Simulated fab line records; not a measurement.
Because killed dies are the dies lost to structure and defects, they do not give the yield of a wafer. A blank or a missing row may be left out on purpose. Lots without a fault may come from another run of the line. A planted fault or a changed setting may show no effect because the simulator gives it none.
fab line records | flow sky130
[record] lots = 5 wafers = 14 last-day = 50
route steps=708 shown CAPM@546 METAL3@555 PAD_OPEN@708
lots that met no fault: taken from a fault-free run of the same line
start-h: the number of hours between the record's first day and the start of the first shown wafer of the lot | wait-h: how many hours have passed since the lot's step before this one | " same as the row above | L1.1+2: several wafers, shown together as one row | - either no value or no given start | * or withheld: withheld | < > ~ a bound
route shown NAME@n: NAME is a module with steps in the file, n the number in the route of the first one | usual: the fault-free wafers' mean and standard deviation | same: alike in all rows | chamber/n: place in a boat | sites: each site's reading | _std_site: the standard deviation of these | _edge_site: mean of outer sites minus mean of inner sites | radius-mm: for every site, how far away it sits from the centre of the wafer | mask NAME#n: copy n | behind: the tool/chamber that last shaped the wafer | hold: the reason the lot was held/the length of the hold in hours/how it ended | device: transistor that didn't switch, given as n, p or np | end of line: tests of these same wafers at the route's end | step lacking rows: just its recipe | killed: the dies lost at the first sort to structure and to defects; this is not the yield of the wafer | map: a wafer's dies, marking killed ones x, the rest . and places with no die _
set.NAME: setting as actually run; set.NAME@STEP: the setting as run at that earlier step | model.NAME: the simulator's own value behind a step, which no gauge read
lots seen at some steps along the route; tables by step, rows by wafer
services: when a tool's chamber went out of use (start-h, in hours from the record's first day, below 0 if earlier), for how many hours, and the reason
[[steps]]
[step SKY_CAPM_EXPOSE_09]
[recipe] mask-id = CAPM na = 0.6 source-shape = conventional sigma-outer = 0.6 polarization = unpolarized target-cd-nm = 1000 dose-mj = 159
[step SKY_CAPM_PEB_10]
[recipe] temp-c = withheld time-s = * resist = NOVOLAK
[step SKY_CAPM_DEVELOP_11]
[recipe] resist = NOVOLAK developer = TMAH develop-time-s = 60 dev-temp-c = 23
[step SKY_CAPM_OVL_MEAS_12]
[usual] CAPM_OVL = 0.4/1.2
// columns lot.wafer tool chamber start-h wait-h CAPM_OVL[nm]
L736.2 overlay-01 - 870.28 0.1 -1.6
L736.3 " - " " -0.5
L736.6 " - " " 0.7
L738.1 overlay-02 - 895.13 0.1 1.9
L738.5 " - " " 3.0
L738.6 " - " " 2.0
L743.3 overlay-02 - 924.49 0.1 -0.7
L743.6 " - " " 0.6
L754.3 overlay-02 - 998.74 0.1 2.0
L754.5 " - " " 3.1
L754.6 " - " " 1.3
L759.2 overlay-01 - 1028.63 0.1 0.2
L759.4 " - " " -0.3
L759.5 " - " " -0.6
[step SKY_CAPM_METAL_ETCH_13]
[recipe] target-depth-nm = 220 stop-on = SiO2 chemistry = Cl2/BCl3 target = TiN pressure-mtorr = 10 icp-w = 900 bias-w = 48.5 Cl2_flow_sccm = 60 bcl3-flow-sccm = 30 time-s = 62.9
[usual] chamber-pressure-mTorr = 10.001/0.0094 drypump-motor-current-A = 5.9/0.39 oes-product-au = 0.942/0.0076 throttle-valve-pct = 21.901/0.0097
// columns lot.wafer tool chamber start-h wait-h chamber-pressure-mTorr drypump-motor-current-A oes-product-au rf-hours-counter-h throttle-valve-pct
L736.2 rie-metal-03 0 870.31 0.0 9.992 6.4 0.937 5 21.897
L736.3 " 1 " " 10.000 6.0 0.934 - 21.893
L736.6 " 1 " " 10.008 6.1 0.939 - 21.907
L738.1 rie-metal-03 0 895.16 0.0 10.008 6.4 0.943 6 21.905
L738.5 " 0 " " 9.994 6.4 0.941 - 21.889
L738.6 " 0 " " 10.007 6.4 0.944 - 21.916
L743.3 rie-metal-02 0 924.54 0.0 9.981 5.3 0.951 - 21.892
L743.6 " 1 " " 9.983 6.4 0.946 - 21.907
L754.3 rie-metal-03 1 998.79 0.0 10.003 6.0 0.943 - 21.894
L754.5 " 1 " " 9.991 6.0 0.939 - 21.890
L754.6 " 0 " " 10.008 6.3 0.937 - 21.907
L759.2 rie-metal-01 1 1028.66 0.0 9.989 5.6 0.934 15 21.891
L759.4 " 1 " " 9.985 5.6 0.937 - 21.900
L759.5 " 1 " " 10.013 5.6 0.943 - 21.916
[step SKY_CAPM_STRIP_14]
[recipe] chemistry = O2/N2 power-w = 1400 pressure-mtorr = 1500 platen-temp-c = withheld o2-flow-sccm = 3000 n2-flow-sccm = 300 overash-fraction = 0.5
[usual] chamber-pressure-mTorr = 1500.1/1.3 drypump-motor-current-A = 5.7/0.33 oes-product-au = 0.711/0.0044 strip-time-to-endpoint-s = 12.66/0.038
// columns lot.wafer tool chamber start-h wait-h chamber-pressure-mTorr drypump-motor-current-A oes-product-au rf-hours-counter-h strip-time-to-endpoint-s
L736.2 plasma-asher-02 0 870.43 0.1 1502.3 6.2 0.709 46 12.66
L736.3 " 1 " " 1500.3 5.4 0.713 - 12.63
L736.6 " 1 " " 1497.4 5.4 0.713 - 12.67
L738.1 plasma-asher-01 0 895.32 0.1 1498.1 5.5 0.717 13 12.75
L738.5 " 0 " " 1499.1 5.5 0.706 - 12.66
L738.6 " 1 " " 1499.5 6.0 0.719 - 12.72
L743.3 plasma-asher-01 0 924.62 0.1 1501.0 5.5 0.712 - 12.73
L743.6 " 0 " " 1500.6 5.5 0.708 - 12.72
L754.3 plasma-asher-02 0 998.87 0.1 1500.4 6.2 0.712 - 12.63
L754.5 " 0 " " 1500.2 6.2 0.707 - 12.58
L754.6 " 1 " " 1499.9 5.4 0.705 - 12.60
L759.2 plasma-asher-01 1 1028.74 0.1 1499.3 6.0 0.710 27 12.68
L759.4 " 1 " " 1497.3 6.0 0.718 - 12.66
L759.5 " 0 " " 1500.7 5.5 0.709 - 12.64
[step SKY_CAPM_STRIP_15]
[recipe] chemistry = post-etch-residue-remover time-s = 1200 temp-c = 72.5
[step SKY_CAPM_CLEAN_16]
[recipe] chemistry = IPA time-s = 180 temp-c = 25
[step SKY_CAPM_CLEAN_17]
[recipe] chemistry = O3/DIW dry = n2-spin
[step SKY_METAL3_DEHYDRATE_05]
[recipe] temp-c = 200 time-s = 60
[step SKY_METAL3_HMDS_06]
[recipe] prime-time-s = 60 prime-temp-c = 120
[step SKY_METAL3_COAT_07]
[recipe] resist = BARC temp-c = withheld time-s = withheld spin-rpm = 3000 resist-thk-nm = 60
[step SKY_METAL3_COAT_08]
[recipe] resist = KrF-thick spin-rpm = 3000 resist-thk-nm = 1140
[usual] exhaust-pa = 45.0/0.8 spin-speed-rpm = 3000.1/1.9
// columns lot.wafer tool chamber start-h wait-h exhaust-pa spin-speed-rpm model.KrF-thick_of_METAL3_COAT_08.thk-nm
L736.2 litho-track-04 0 883 - 44.8 3001.0 1142
L736.3 " 0 " " 44.1 3005.0 1142
L736.6 " 0 " " 44.2 2998.9 1144
L738.1 litho-track-01 0 907 - 45.0 2998.5 1145
L738.5 " 0 " " 45.0 3000.5 1144
L738.6 " 0 " " 44.9 3000.2 1143
L743.3 litho-track-04 0 937 - 45.8 2998.8 1214
L743.6 " 0 " " 44.8 2997.8 1137
L754.3 litho-track-01 0 1010 - 44.3 2998.7 1138
L754.5 " 0 " " 45.4 2998.9 1137
L754.6 " 0 1011 - 44.3 3000.8 1139
L759.2 litho-track-01 0 1041 - 45.0 3000.3 1143
L759.4 " 0 " " 45.8 3002.2 1145
L759.5 " 0 " " 45.1 2999.6 1144
[step SKY_METAL3_SOFTBAKE_09]
[recipe] temp-c = 100 time-s = 90 resist = KrF-thick
[step SKY_METAL3_EXPOSE_10]
[recipe] mask-id = MM3 na = 0.68 source-shape = annular sigma-inner = 0.4 sigma-outer = 0.8 target-cd-nm = 300 dose-mj = 28
[step SKY_METAL3_PEB_11]
[recipe] peb-temp-c = withheld peb-time-s = withheld resist = KrF-thick
[step SKY_METAL3_DEVELOP_12]
[recipe] develop-time-s = 60 resist = KrF-thick dev-temp-c = 21
[step SKY_METAL3_CD_MEAS_13]
[recipe] target-cd-nm = 300
[usual] cd-nm = 299.8/1.6
// columns lot.wafer tool chamber start-h wait-h cd-nm
L736.2 cd-sem-02 - 897.19 - 297.1
L736.3 " - " " 297.6
L736.6 " - " " 296.9
L738.1 cd-sem-02 - 920.98 - 297.7
L738.5 " - " " 298.8
L738.6 " - " " 299.9
L743.3 cd-sem-01 - 949.63 - 302.3
L743.6 " - " " 299.0
L754.3 cd-sem-02 - 1022.68 - 298.3
L754.5 " - " " 299.8
L754.6 " - " " 299.7
L759.2 cd-sem-01 - 1052.34 - 298.3
L759.4 " - " " 299.4
L759.5 " - " " 298.0
[step SKY_METAL3_OVL_MEAS_14]
[usual] METAL3_OVL = 2/7.5
// columns lot.wafer tool chamber start-h wait-h METAL3_OVL[nm]
L736.2 overlay-02 - 897.30 0.1 1
L736.3 " - " " -6
L736.6 " - " " 0
L738.1 overlay-02 - 921.10 0.1 -1
L738.5 " - " " 1
L738.6 " - " " 1
L743.3 overlay-02 - 949.72 0.1 7
L743.6 " - " " 8
L754.3 overlay-02 - 1022.77 0.1 -6
L754.5 " - " " -8
L754.6 " - " " -15
L759.2 overlay-02 - 1052.45 0.1 11
L759.4 " - " " 6
L759.5 " - " " 5
[step SKY_METAL3_DESCUM_15]
[recipe] chemistry = O2 source-power-w = 150 bias-power-w = 0 pressure-mtorr = 10 temp-c = 40 time-s = 8
[usual] chamber-pressure-mTorr = 9.999/0.0093 drypump-motor-current-A = 5.8/0.6 oes-product-au = 0.998/0.0068
// columns lot.wafer tool chamber start-h wait-h chamber-pressure-mTorr drypump-motor-current-A oes-product-au rf-hours-counter-h
L736.2 rie-metal-02 0 897.33 0.0 10.014 5.3 0.992 13
L736.3 " 0 " " 9.993 5.3 0.999 -
L736.6 " 1 " " 10.000 6.4 0.997 -
L738.1 rie-metal-02 1 921.13 0.0 10.004 6.4 0.999 5
L738.5 " 0 " " 9.996 5.3 0.992 -
L738.6 " 1 " " 9.986 6.4 0.993 -
L743.3 rie-metal-04 0 949.76 0.0 9.990 4.7 1.001 -
L743.6 " 0 " " 10.007 4.7 1.008 -
L754.3 rie-metal-02 1 1022.80 0.0 10.004 6.4 0.999 -
L754.5 " 0 " " 10.000 5.3 0.998 -
L754.6 " 1 " " 9.987 6.4 1.004 -
L759.2 rie-metal-04 1 1052.48 0.0 10.014 5.8 1.000 18
L759.4 " 1 " " 9.998 5.8 0.993 -
L759.5 " 0 " " 10.005 4.7 1.011 -
[step SKY_METAL3_ETCH_16]
[recipe] chemistry = N2/H2 target = BARC ion-energy-ev = 200 bias-w = 100 pressure-mtorr = 30 n2-flow-sccm = 100 h2-flow-sccm = 200 icp-w = 500 stop-on = SiO2 time-s = 88.2 target-depth-a = 600
[usual] chamber-pressure-mTorr = 29.999/0.028 drypump-motor-current-A = 5.8/0.59 oes-product-au = 0.625/0.005 throttle-valve-pct = 13.205/0.0099
// columns lot.wafer tool chamber start-h wait-h chamber-pressure-mTorr drypump-motor-current-A oes-product-au rf-hours-counter-h throttle-valve-pct
L736.2 rie-metal-02 0 897.36 0.0 30.023 5.3 0.623 13 13.202
L736.3 " 0 " " 30.049 5.3 0.629 - 13.210
L736.6 " 1 " " 30.020 6.4 0.629 - 13.201
L738.1 rie-metal-02 1 921.16 0.0 29.955 6.4 0.634 5 13.204
L738.5 " 0 " " 30.011 5.4 0.619 - 13.210
L738.6 " 1 " " 29.981 6.4 0.627 - 13.220
L743.3 rie-metal-04 0 949.83 0.1 30.051 4.7 0.624 - 13.226
L743.6 " 0 " " 29.998 4.7 0.626 - 13.214
L754.3 rie-metal-02 1 1022.86 0.0 29.951 6.4 0.634 - 13.217
L754.5 " 0 " " 30.027 5.4 0.632 - 13.197
L754.6 " 1 " " 29.978 6.4 0.625 - 13.206
L759.2 rie-metal-04 1 1052.51 0.0 30.001 5.9 0.626 18 13.203
L759.4 " 1 " " 30.037 5.9 0.627 - 13.205
L759.5 " 0 " " 29.993 4.7 0.625 - 13.200
[step SKY_METAL3_ETCH_17]
[recipe] target = SiO2 stop-on = TiN chemistry = C4F8/O2/Ar source-w = 1500 bias-w = 1200 pressure-mtorr = 40 c4f8-flow-sccm = withheld O2_flow_sccm = 6 Ar_flow_sccm = 300 time-s = 3.9 target-depth-a = 150
[usual] chamber-pressure-mTorr = 40.00/0.037 oes-product-au = 0.756/0.0068
// columns lot.wafer tool chamber start-h wait-h chamber-pressure-mTorr oes-product-au rf-hours-counter-h
L736.2 rie-diel-02 3 897.46 0.1 40.00 0.762 22
L736.3 " 2 " " 39.96 0.763 6
L736.6 " 3 " " 40.07 0.766 -
L738.1 rie-diel-01 3 921.26 0.1 40.01 0.755 11
L738.5 " 1 " " 40.01 0.756 -
L738.6 " 2 " " 40.04 0.755 -
L743.3 rie-diel-03 1 949.92 0.0 39.95 0.750 7
L743.6 " 0 " " 40.02 0.757 -
L754.3 rie-diel-02 3 1022.92 0.0 39.96 0.750 0
L754.5 " 0 " " 40.01 0.777 -
L754.6 " 3 " " 40.02 0.768 -
L759.2 rie-diel-02 3 1052.61 0.1 40.02 0.748 2
L759.4 " 2 " " 40.02 0.752 12
L759.5 " 1 " " 40.08 0.756 -
[step SKY_METAL3_METAL_ETCH_18]
[recipe] target-depth-a = 8450 stop-on = SiO2 over-etch-frac = 0.3 time-s = 183.1 chemistry = Cl2/BCl3 resist-sidewall-deg = 88 pressure-mtorr = 10 icp-w = 900 bias-w = 48.5 Cl2_flow_sccm = 60 bcl3-flow-sccm = 30
[usual] chamber-pressure-mTorr = 10.000/0.0094 drypump-motor-current-A = 5.7/0.65 oes-product-au = 0.868/0.0063 throttle-valve-pct = 22.265/0.009
// columns lot.wafer tool chamber start-h wait-h chamber-pressure-mTorr drypump-motor-current-A oes-product-au rf-hours-counter-h throttle-valve-pct model.KrF-thick_of_METAL3_COAT_08.thk-nm
L736.2 rie-metal-03 0 897.54 0.1 9.995 6.4 0.873 - 22.265 529.7
L736.3 " 0 " " 10.000 6.4 0.879 - 22.279 530.9
L736.6 " 0 " " 9.990 6.4 0.870 - 22.275 534.9
L738.1 rie-metal-04 0 921.28 0.0 10.005 4.6 0.871 9 22.251 529.4
L738.5 " 0 " " 9.993 4.7 0.877 - 22.259 530.2
L738.6 " 1 " " 10.004 5.8 0.870 - 22.261 533.5
L743.3 rie-metal-03 1 950.00 0.1 10.004 6.1 0.866 - 22.275 598
L743.6 " 1 " " 9.999 6.1 0.858 - 22.260 527.6
L754.3 rie-metal-03 1 1023.00 0.1 9.995 6.0 0.861 - 22.272 526.8
L754.5 " 0 " " 9.992 6.4 0.863 - 22.260 527.6
L754.6 " 1 " " 9.991 6.1 0.874 - 22.263 530.1
L759.2 rie-metal-03 0 1052.63 0.0 9.996 6.4 0.861 14 22.261 539.9
L759.4 " 1 " " 10.001 6.1 0.865 - 22.261 537.2
L759.5 " 1 " " 9.997 6.1 0.860 - 22.279 533.4
[step SKY_METAL3_STRIP_19]
[recipe] chemistry = O2/N2 power-w = 1400 pressure-mtorr = 1500 platen-temp-c = withheld o2-flow-sccm = 3000 n2-flow-sccm = 300 overash-fraction = 0.5
[usual] chamber-pressure-mTorr = 1500.0/1.3 drypump-motor-current-A = 5.9/0.45 oes-product-au = 0.504/0.0052 strip-time-to-endpoint-s = 6.56/0.054
// columns lot.wafer tool chamber start-h wait-h chamber-pressure-mTorr drypump-motor-current-A oes-product-au rf-hours-counter-h strip-time-to-endpoint-s
L736.2 plasma-asher-03 1 897.83 0.2 1499.2 6.6 0.497 73 6.56
L736.3 " 0 " " 1500.2 5.4 0.509 - 6.58
L736.6 " 1 " " 1499.8 6.6 0.505 - 6.63
L738.1 plasma-asher-03 0 921.46 0.1 1500.4 5.4 0.504 75 6.53
L738.5 " 1 " " 1499.5 6.6 0.507 - 6.56
L738.6 " 0 " " 1500.9 5.4 0.502 - 6.60
L743.3 plasma-asher-01 1 950.15 0.1 1502.3 6.0 0.526 - 7.22
L743.6 " 1 " " 1500.4 6.0 0.503 - 6.54
L754.3 plasma-asher-03 1 1023.15 0.1 1502.5 6.5 0.506 - 6.54
L754.5 " 1 " " 1499.8 6.5 0.495 - 6.53
L754.6 " 0 " " 1497.9 5.4 0.500 - 6.56
L759.2 plasma-asher-03 0 1052.81 0.1 1500.0 5.4 0.513 89 6.67
L759.4 " 1 " " 1499.4 6.5 0.505 - 6.64
L759.5 " 0 " " 1498.5 5.4 0.500 - 6.59
[step SKY_METAL3_STRIP_20]
[recipe] chemistry = post-etch-residue-remover time-s = 1200 temp-c = 72.5
[step SKY_PAD_OPEN_PROBE_99]
[usual] defect-limited-yield = 82.3/2 killed_at_M0_to_M3 = 43/7.3 killed_at_M4_up = 3.2/1.8 killed-at-contacts = 24/5.8 killed-at-front-end = 16/4.5 killed-at-other = 0.3/0.53 killed-dies = 87/9.9 killed-on-rim = 17/3.8 killed-open = 48/6.8 killed-short = 39/6.9 sort_bin_3_pad_short = 0.8/0.42 sort_bin_5_function = 10.4/1.6 sort_bin_6_memory = 6.4/1.2 sort-n-pass = 405/9.9 sort-yield-pct = 82.3/2
[same] gross-dies = 492 killed-at-back-side = 0 sort_bin_4_leakage[%] = 0 sort_bin_8_speed[%] = 0
// columns lot.wafer tool chamber start-h wait-h defect-limited-yield[%] killed_at_M0_to_M3 killed_at_M4_up killed-at-contacts killed-at-front-end killed-at-other killed-dies killed-on-rim killed-open killed-short sort_bin_3_pad_short[%] sort_bin_5_function[%] sort_bin_6_memory[%] sort-n-pass sort-yield-pct[%]
L736.2 prober-01 - 1071.09 0.1 82.5 44 4 24 14 0 86 24 48 38 0.8 11.8 4.9 406 82.5
L736.3 prober-01 - 1071.14 0.2 82.1 50 7 13 18 0 88 16 45 43 0.8 10.2 6.9 404 82.1
L736.6 prober-01 - 1071.29 0.2 86.8 38 1 17 9 0 65 13 36 29 0.8 8.5 3.9 427 86.8
L738.1 prober-01 - 1092.89 0.1 84.1 38 0 19 21 0 78 16 45 33 0.8 8.9 6.1 414 84.1
L738.5 prober-01 - 1093.09 0.2 79.9 46 5 24 23 1 99 10 48 51 1.2 11.2 7.7 393 79.9
L738.6 prober-01 - 1093.14 0.2 82.9 41 1 24 18 0 84 18 53 31 0.6 9.3 7.1 408 82.9
L743.3 prober-02 - 1114.82 0.2 85.6 39 5 15 12 0 71 15 36 35 0.6 9.6 4.3 421 85.6
L743.6 prober-02 - 1114.97 0.2 82.5 34 2 32 18 0 86 20 44 42 1.0 10.6 5.9 406 82.5
L754.3 prober-01 - 1173.33 0.2 81.9 43 3 23 19 1 89 18 60 29 0.6 10.6 6.9 403 81.9
L754.5 prober-01 - 1173.43 0.2 78.5 54 3 26 23 0 106 15 52 54 1.8 12.0 7.7 386 78.5
L754.6 prober-01 - 1173.48 0.2 85.0 34 3 23 14 0 74 12 48 26 0.4 8.5 6.1 418 85.0
L759.2 prober-02 - 1193.20 0.1 76.2 58 5 33 21 0 117 25 61 56 1.0 14.6 8.1 375 76.2
L759.4 prober-02 - 1193.30 0.2 84.8 42 3 13 17 0 75 17 49 26 0 10.0 5.3 417 84.8
L759.5 prober-02 - 1193.35 0.2 85.8 34 3 19 14 0 70 14 37 33 0.6 6.9 6.7 422 85.8
// killed by level:class
L736.2 CONTACT:geometric-particle:open=12 VIA2:geometric-particle:open=8 VIA3:geometric-particle:open=7 LOCAL_INTERCONNECT:geometric-particle:short=6 VIA1:geometric-particle:short=6 METAL1:geometric-particle:short=5 VIA1:geometric-particle:open=5 POLY_GATE:geometric-particle:open=4
L736.3 VIA1:geometric-particle:open=12 VIA2:geometric-particle:open=7 METAL4:geometric-particle:short=7 VIA1:geometric-particle:short=6 FIELD_ISO:geometric-particle:short=6 CONTACT:geometric-particle:open=6 VIA3:geometric-particle:open=6 METAL2:geometric-particle:short=6
L736.6 CONTACT:geometric-particle:open=6 VIA1:geometric-particle:short=6 VIA1:geometric-particle:open=6 VIA2:geometric-particle:open=6 LI_CONTACT:geometric-particle:open=4 METAL1:geometric-particle:open=4 METAL2:geometric-particle:short=4 VIA3:geometric-particle:short=4
L738.1 VIA1:geometric-particle:open=11 CONTACT:geometric-particle:open=10 FIELD_ISO:geometric-particle:short=7 LI_CONTACT:geometric-particle:open=5 METAL1:geometric-particle:short=5 VIA1:geometric-particle:short=5 METAL2:geometric-particle:short=5 FIELD_ISO:geometric-particle:open=4
L738.5 VIA2:geometric-particle:open=10 VIA1:geometric-particle:open=9 FIELD_ISO:geometric-particle:short=7 LI_CONTACT:geometric-particle:open=7 VIA1:geometric-particle:short=6 CONTACT:geometric-particle:open=5 VIA3:geometric-particle:short=5 POLY_GATE:geometric-particle:short=4
L738.6 VIA1:geometric-particle:open=12 CONTACT:geometric-particle:open=8 VIA2:geometric-particle:open=6 VIA3:geometric-particle:open=6 FIELD_ISO:geometric-particle:open=5 POLY_GATE:geometric-particle:short=5 POLY_GATE:geometric-particle:open=5 LI_CONTACT:geometric-particle:open=5
L743.3 VIA1:geometric-particle:short=9 CONTACT:geometric-particle:open=8 VIA3:geometric-particle:open=7 VIA2:geometric-particle:open=7 VIA1:geometric-particle:open=4 METAL4:geometric-particle:short=4 FIELD_ISO:geometric-particle:short=3 SPACER:geometric-particle:short=3
L743.6 LI_CONTACT:geometric-particle:open=11 CONTACT:geometric-particle:open=9 METAL1:geometric-particle:short=7 CONTACT:geometric-particle:short=6 VIA1:geometric-particle:open=6 POLY_GATE:geometric-particle:short=5 POLY_GATE:geometric-particle:open=4 LI_CONTACT:geometric-particle:short=4
L754.3 CONTACT:geometric-particle:open=13 VIA1:geometric-particle:open=10 VIA2:geometric-particle:open=8 VIA3:geometric-particle:open=7 FIELD_ISO:geometric-particle:short=6 FIELD_ISO:geometric-particle:open=5 LI_CONTACT:geometric-particle:open=5 POLY_GATE:geometric-particle:open=4
L754.5 VIA1:geometric-particle:open=13 METAL2:geometric-particle:short=8 LI_CONTACT:geometric-particle:open=7 METAL1:geometric-particle:short=7 POLY_GATE:geometric-particle:open=6 LOCAL_INTERCONNECT:geometric-particle:short=6 SPACER:geometric-particle:short=5 CONTACT:geometric-particle:open=5
L754.6 VIA2:geometric-particle:open=9 CONTACT:geometric-particle:open=9 FIELD_ISO:geometric-particle:open=7 METAL1:geometric-particle:short=7 VIA1:geometric-particle:open=6 LOCAL_INTERCONNECT:geometric-particle:short=5 VIA3:geometric-particle:open=5 POLY_GATE:geometric-particle:short=3
L759.2 VIA1:geometric-particle:open=14 METAL2:geometric-particle:short=11 CONTACT:geometric-particle:open=10 LI_CONTACT:geometric-particle:open=9 METAL1:geometric-particle:short=7 POLY_GATE:geometric-particle:open=6 VIA3:geometric-particle:open=6 VIA2:geometric-particle:short=6
L759.4 VIA1:geometric-particle:open=16 POLY_GATE:geometric-particle:open=5 POLY_GATE:geometric-particle:short=5 VIA3:geometric-particle:open=5 CONTACT:geometric-particle:short=4 VIA2:geometric-particle:open=4 FIELD_ISO:geometric-particle:open=3 SPACER:geometric-particle:open=3
L759.5 LI_CONTACT:geometric-particle:open=7 CONTACT:geometric-particle:open=6 METAL2:geometric-particle:short=6 VIA3:geometric-particle:open=6 FIELD_ISO:geometric-particle:short=5 VIA2:geometric-particle:open=5 POLY_GATE:geometric-particle:open=4 METAL1:geometric-particle:short=4
[[services]]
// columns tool chamber start-h hours kind
rie-diel-03 3 850.34 2.0 repair
rie-diel-01 1 860.43 - clean
rie-diel-01 1 860.43 28.2 scheduled-down
rie-diel-01 1 860.43 28.2 vent-cycle
rie-metal-04 - 869.38 0.2 repair
plasma-asher-03 - 880.53 1.2 repair
rie-diel-01 2 884.93 14.6 repair
rie-diel-03 - 894.21 28.1 pm
rie-metal-03 1 894.38 13.9 repair
rie-metal-04 - 919.38 0.6 repair
rie-diel-03 0 927.88 3.5 repair
plasma-asher-02 - 936.70 1.1 repair
rie-metal-01 1 944.94 5.5 repair
rie-metal-04 - 981.89 0.3 repair
rie-diel-02 3 988.49 2.6 repair
rie-diel-02 3 991.11 - clean
rie-diel-02 3 991.11 25.7 scheduled-down
rie-diel-02 3 991.11 25.7 vent-cycle
rie-diel-01 - 991.22 2.8 pm
rie-diel-03 3 992.40 1.3 repair
rie-diel-02 1 1013.53 10.8 repair
rie-diel-03 - 1021.90 2.8 pm
rie-diel-01 3 1036.92 49.9 repair
[[key]]
[first-sign] step = SKY_METAL3_STRIP_19 reading = strip-time-to-endpoint-s direction = up sigmas = 12 usual = * struck = *
[effect] step = SKY_METAL3_STRIP_19 reading = oes-product-au direction = up sigmas = 4.3 usual = 0.504 struck = 0.526
[model-effect] step = SKY_METAL3_COAT_08 value = KrF-thick_of_METAL3_COAT_08.thk-nm without = 1138 struck = 1214
[model-effect] step = SKY_METAL3_METAL_ETCH_18 value = KrF-thick_of_METAL3_COAT_08.thk-nm without = 522.2 struck = 598
met-at SKY_METAL3_COAT_08
struck-wafers L743.3
onset-between 883 937
[fault] kind = process-parameter-drift tool = litho-track-04 chamber = - onset-h = 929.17 steps = SKY_METAL3_COAT_08 channel = resist-thk-nm offset = 75.95 shape = step end-h = 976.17 scope = struck-wafers-only acts-in = these-recipes-only stated = 1140
